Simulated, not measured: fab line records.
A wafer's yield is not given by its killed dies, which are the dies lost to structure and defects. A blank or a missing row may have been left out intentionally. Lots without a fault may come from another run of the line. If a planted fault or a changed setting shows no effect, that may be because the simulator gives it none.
2 desks looking at one fault -- flow sky130 -- every desk sees just its own numbers, and what lay behind them comes last

== METROLOGY DESK ==
Means of the sampled wafers that have a number, per lot and without regard to the tool the lot ran on: this is what the gauges read. A lot is out of limits, marked OUT, if its mean lies more than 4 standard deviations from the usual mean; the brackets give that distance.
Columns: A = FIELD_ISO_OXIDATION_00_THK at SKY_FIELD_ISO_THK_MEAS_02, usual 11.90 nm; B = FIELD_ISO_CVD_03_THK at SKY_FIELD_ISO_THK_MEAS_04, usual 164.4 nm; C = cdNm at SKY_FIELD_ISO_CD_MEAS_13, usual 150.5 nm
lot,first seen here,A,B,C
L991,day 2 12:38,11.93,163.5,152.8
L996,day 3 16:10,12.12,166.5,150.3
L103,day 5 00:40,12.04,164.6,147.8
L104,day 5 07:44,12.26,166.4,151.7
L105,day 5 13:04,12.03,162.1,150.4
L108,day 6 02:59,12.21,163.4,151.7
This desk's finding: nothing out of limits on any of the 6 lots.

== DESK OF THE TOOL OWNER: rieDiel-02 ==
The tool's own readings at SKY_FIELD_ISO_ETCH_14 (etches BARC in N2/H2, stops on SiO2, time 45.9 s, target depth 60 nm): means of the sampled wafers that have a number, for each lot that ran on this tool. A lot is out of limits, marked OUT, if its mean lies more than 4 standard deviations from the usual mean; the brackets give that distance.
Columns: A = drypumpMotorCurrentA at SKY_FIELD_ISO_ETCH_14, usual 5.8 A; B = oesProductAu at SKY_FIELD_ISO_ETCH_14, usual 0.855 a.u.; C = runLengthS at SKY_FIELD_ISO_ETCH_14, usual 74.3 s; D = throttleValvePct at SKY_FIELD_ISO_ETCH_14, usual 13.226 %
lot,first seen here,A,B,C,D
L996,day 4 11:14,6.2,0.858,74.6,13.231
L103,day 5 20:35,5.9,0.947 (+20) OUT,56.3 (-43) OUT,13.245
L104,day 6 03:49,5.6,0.949 (+21) OUT,56.2 (-43) OUT,13.234
This desk's verdict: out of limits on L103, L104, starting with L103 at day 5 20:35 (oesProductAu at SKY_FIELD_ISO_ETCH_14). Within limits: L996.

== ALL TOGETHER ==
The tool owner's desk could have raised an alarm at day 5 20:35, on L103, L104.
Nothing out of limits was seen by the metrology desk.
The metrology desk holds a record of L103, L104, inside its limits.
All the named lots went through SKY_FIELD_ISO_ETCH_14 on rieDiel-02.

== WHAT THE SIMULATOR HAD PUT IN ==
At SKY_FIELD_ISO_ETCH_14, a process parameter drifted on rieDiel-02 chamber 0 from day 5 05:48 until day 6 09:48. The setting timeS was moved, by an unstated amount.
Lots struck among those shown: L103, L104.
Delay in hours, fault start to first out-of-limits reading, by desk: the tool owner's desk at 15.
